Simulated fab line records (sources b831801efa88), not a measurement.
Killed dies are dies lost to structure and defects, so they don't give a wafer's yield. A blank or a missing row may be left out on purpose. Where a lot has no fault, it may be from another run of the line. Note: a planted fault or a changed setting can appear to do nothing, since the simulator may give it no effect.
A struck lot beside a sound one | flow sky130 | 19 out of 708 route steps
Sound: wafers L274.2, L274.3, L274.4. The struck wafers were L266.1, L266.3, L266.4. The cause comes at the end.
Order at every step that has rows: each side's tool, ch and its chambers, its first start. Under that, the readings that differ: sound wafers | struck wafers | difference of the means | sigmas: that difference in standard deviations of wafers without a fault.
alike: same words and numbers on both sides, and readings whose means sit less than 2 such deviations apart. not compared: any withheld reading, any reading some wafer has no value for, any bound like >300 that may hide the same value, and any number with overlapping values for which the record gives no deviation.
A row with sigmas, a row that says differs or no value, or rows on one side alone: a step with any of these is where the two part. When numbers do not overlap yet have no deviation, they are printed without sigmas and do not part them. Lack of a reading on every wafer of one side parts them only where that side has two or more wafers.

first, 3 steps without rows for these wafers: SKY_POLY_CUT_EXPOSE_05 (exposes mask NPCM, target cd 270 nm); SKY_POLY_CUT_PEB_06; SKY_POLY_CUT_DEVELOP_07 (develop time 60 s).
SKY_POLY_CUT_CD_MEAS_08: the cd target is 270 nm.
  sound: cd_sem-01 at day 30 16:59; struck: cd_sem-01 at day 28 14:10
  alike: cd_nm
SKY_POLY_CUT_OVL_MEAS_09:
  sound: overlay-01 at day 30 17:05; struck: overlay-02 at day 28 14:17
  alike: POLY_CUT_OVL
SKY_POLY_CUT_ETCH_10: etches BARC in N2/H2, stops on SiO2, time 45.9 s, target depth 60 nm.
  sound on rie_diel-04 ch 0,1,2, day 30 17:07; struck on rie_diel-03 ch 0,2,3, day 28 14:20
  alike: drypump_motor_current_A, oes_product_au, rf_fwd_power_W, throttle_valve_pct
  not compared: rf_hours_counter_h
SKY_POLY_CUT_ETCH_11: etches Si3N4 in CF4/CH2F2/Ar, stops on poly-Si, time 42.5 s, target depth 60 nm.
  sound on rie_diel-04 ch 0,1,2, day 30 17:10; struck on rie_diel-03 ch 0,2,3, day 28 14:22
  reading               | sound             | struck            | difference | sigmas
  oes_product_au (a.u.) | 0.823 0.816 0.822 | 0.834 0.836 0.829 | +0.013     | +2
  alike: drypump_motor_current_A, rf_fwd_power_W, throttle_valve_pct
  not compared: rf_hours_counter_h
SKY_POLY_CUT_STRIP_12: strips in O2/N2.
  sound on plasma_asher-02 ch 0,1, day 30 17:12; struck on plasma_asher-02 ch 0,1, day 28 14:25
  reading                      | sound             | struck            | difference | sigmas
  strip_time_to_endpoint_s (s) | 5.359 5.390 5.374 | 5.336 5.365 5.332 | -0.030     | -2
  alike: drypump_motor_current_A, o2_flow_sccm, oes_product_au
  not compared: rf_hours_counter_h
then, 4 steps without rows for these wafers: SKY_SD_P_DEHYDRATE_00 (time 60 s); SKY_SD_P_HMDS_01 (prime time 60 s); SKY_SD_P_COAT_02 (resist thk 1140 nm); SKY_SD_P_SOFTBAKE_03 (time 60 s).
SKY_SD_P_EXPOSE_04: exposes mask PSDM, target cd 380 nm.
  sound on iline_stepper-02 ch 0, day 31 07:58; struck on iline_stepper-01 ch 0, day 29 05:05
  reading                      | sound                   | struck               | difference | sigmas
  model.SD_P.overlay_x_nm (nm) | 0.05462 0.05462 0.05462 | -96.31 -96.31 -96.31 | -96.36     |
  alike: mask
then, 2 steps without rows for these wafers: SKY_SD_P_PEB_05; SKY_SD_P_DEVELOP_06 (develop time 60 s).
SKY_SD_P_CD_MEAS_07: the cd target is 380 nm.
  sound: cd_sem-01 at day 31 21:23; struck: cd_sem-02 at day 29 18:52
  alike: cd_nm
SKY_SD_P_OVL_MEAS_08:
  sound: overlay-02 at day 31 21:30; struck: overlay-01 at day 29 18:59
  reading       | sound        | struck            | difference | sigmas
  SD_P_OVL (nm) | -0.2 1.2 1.2 | -97.6 -95.4 -96.4 | -97.2      | -69
next, for these wafers, 1 step has no rows: SKY_SD_P_IMPLANT_09.
-- a jump in the record: the struck wafers' starts before and after are 19 days apart (it breaks off in module SD_P and resumes in module PAD_OPEN, where the first step shown is number 708 of the route) --
SKY_PAD_OPEN_PROBE_99:
  record: rows for the struck wafers here (prober-02, day 48 19:58), none for the sound ones

## WHERE THEY PART
At SKY_POLY_CUT_ETCH_11 first; at SKY_PAD_OPEN_PROBE_99 last (within this record only).

WHY: what had been put in by the simulator
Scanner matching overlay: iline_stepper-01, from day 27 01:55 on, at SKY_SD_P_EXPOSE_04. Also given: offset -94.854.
